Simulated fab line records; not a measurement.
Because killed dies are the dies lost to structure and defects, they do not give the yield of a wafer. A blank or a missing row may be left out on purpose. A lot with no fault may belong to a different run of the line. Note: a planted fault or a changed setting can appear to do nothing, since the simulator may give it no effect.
Lot-split experiment | flow sfq line | on a route of 325 steps: 5 lots, 27 wafers read

== ABOUT THE SPLIT ==
At SFQ_TRILAYER_M2_BARC_OPEN_METAL_ETCH_077 (etches BARC in O2, target depth 125 nm, time 41.7 s), the setting time s was moved away from the recipe's 41.7 s on 9 of the 27 wafers read, by -34.1% to +53.8%. All remaining wafers had this setting at the recipe value.

Split to reading: the file shows no intervening step.

== THE READING ==
KrF_of_TRILAYER_M2_LITHO_COAT_057.thk nm (the simulator's own value, which no gauge read), in nm, at SFQ_TRILAYER_M2_ETCH_METAL_ETCH_060 (etches Nb in Cl2/Ar, stops on SiO2, target depth 240 nm, time 120 s). The file gives no usual value for it. The 18 wafers here that ran the recipe average 383.2 nm, standard deviation 2.5 nm.

wafer  | tool, chamber at the split | time s as run, s | against the recipe | KrF_of_TRILAYER_M2_LITHO_COAT_057.thk nm, nm | against lot-mates on the recipe
L077.1 | rie metal-02, 1            | 41.7             | recipe             | 383                                          | -
L077.2 | rie metal-02, 0            | 41.7             | recipe             | 379.9                                        | -
L077.3 | rie metal-02, 1            | 41.7             | recipe             | 385.2                                        | -
L077.4 | rie metal-02, 0            | 41.7             | recipe             | 383.1                                        | -
L077.5 | rie metal-02, 1            | 41.7             | recipe             | 382.5                                        | -
L077.6 | rie metal-02, 0            | 41.7             | recipe             | 380.3                                        | -
L079.1 | rie metal-02, 0            | 41.7             | recipe             | 379.6                                        | -
L079.2 | rie metal-02, 1            | 27.48            | -34.1%             | 404.6                                        | +21.6
L079.3 | rie metal-02, 0            | 27.48            | -34.1%             | 398.6                                        | +15.6
L079.4 | rie metal-02, 1            | 27.48            | -34.1%             | 403.9                                        | +20.9
L079.5 | rie metal-02, 0            | 41.7             | recipe             | 382                                          | -
L079.6 | rie metal-02, 1            | 41.7             | recipe             | 387.3                                        | -
L080.1 | rie metal-02, 1            | 64.12            | +53.8%             | 363.3                                        | -23.1
L080.2 | rie metal-02, 0            | 64.12            | +53.8%             | 357.2                                        | -29.2
L080.3 | rie metal-02, 0            | 41.7             | recipe             | 384.5                                        | -
L080.4 | rie metal-02, 1            | 41.7             | recipe             | 389.2                                        | -
L080.5 | rie metal-02, 0            | 41.7             | recipe             | 385.5                                        | -
L080.6 | rie metal-02, 1            | 64.12            | +53.8%             | 361.5                                        | -24.9
L081.1 | rie metal-04, 0            | 50.85            | +21.9%             | 370                                          | -12.4
L081.2 | rie metal-04, 1            | 41.7             | recipe             | 382.9                                        | -
L081.3 | rie metal-04, 0            | 41.7             | recipe             | 382.2                                        | -
L081.6 | rie metal-04, 1            | 41.7             | recipe             | 382.2                                        | -
L081.4 | rie metal-04, 1            | 50.85            | +21.9%             | 373.8                                        | -8.6
L081.5 | rie metal-04, 0            | 50.85            | +21.9%             | 371.2                                        | -11.2
L084.1 | rie metal-04, 0            | 41.7             | recipe             | 381                                          | -
L084.2 | rie metal-04, 1            | 41.7             | recipe             | 384.8                                        | -
L084.6 | rie metal-04, 1            | 41.7             | recipe             | 382                                          | -

THE FIT
A straight line over all 27 wafers: KrF_of_TRILAYER_M2_LITHO_COAT_057.thk nm changes by -0.472 nm for each +1% of time s; r = -0.97; the points scatter about the line by 2.9 nm.
The same after taking each lot's own level away (the mean of its wafers on the recipe; 27 wafers): -0.507 nm for each +1%; r = -0.98; scatter 2.3 nm.
Per that fit: largest time s move, reading shift of 27 nm.
Measured against the standard deviation above, the lots' own levels, which go from 382.33 to 386.40 nm, span 1.7 times it.
The two slopes are in agreement: the lot-to-lot level therefore moves the slope only a little.
Check: -27.9 nm against its lot-mates is what the line predicts for one of the wafers moved furthest among these (+53.8%) when that wafer is left out of the fit. Against them it came out at -23.1 nm.
Tool readings at the split's step, against how far the setting was moved: oes product au r = -0.81.

== ADDITIONAL SPLITS CARRIED BY THESE WAFERS ==
Note: prior to the reading, these wafers also went through further splits. Each is held against what the fit with the lots' levels taken away leaves over:
other split on the same wafers         | wafers away from the commonest value | r with KrF_of_TRILAYER_M2_LITHO_COAT_057.thk nm (lot level and that fit taken away)
SFQ_TRILAYER_L0_CAP_PECVD_011 time s   | 12                                   | +0.24
SFQ_TRILAYER_I0_DEP_PECVD_027 time s   | 6                                    | +0.03
SFQ_TRILAYER_M1_DEP_SPUTTER_037 time s | 9                                    | -0.01

== THE WHOLE CHAIN: every reading that the file lists as answering this split, in the file's order ==
step                                     | what it does                                                        | reading                                                                                   | change (the file's fit)                                                              | r (the file's)
SFQ_TRILAYER_M2_BARC_OPEN_METAL_ETCH_077 | etches BARC in O2, target depth 125 nm, time 41.7 s                 | oes product au                                                                            | not straight: 0.843 at the lowest setting, 0.685 at the recipe, 0.639 at the highest | not given
SFQ_TRILAYER_M2_BARC_OPEN_METAL_ETCH_077 | etches BARC in O2, target depth 125 nm, time 41.7 s                 | KrF_of_TRILAYER_M2_LITHO_COAT_057.thk nm (the simulator's own value, which no gauge read) | -0.505 nm for each +1% of the setting                                                | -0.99
SFQ_TRILAYER_M2_ETCH_METAL_ETCH_060      | etches Nb in Cl2/Ar, stops on SiO2, target depth 240 nm, time 120 s | KrF_of_TRILAYER_M2_LITHO_COAT_057.thk nm (the simulator's own value, which no gauge read) | -0.503 nm for each +1% of the setting                                                | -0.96

== THE FILE'S OWN FIT ==
KrF_of_TRILAYER_M2_LITHO_COAT_057.thk nm changes by -0.503 nm for each +1% of time s, r = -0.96.
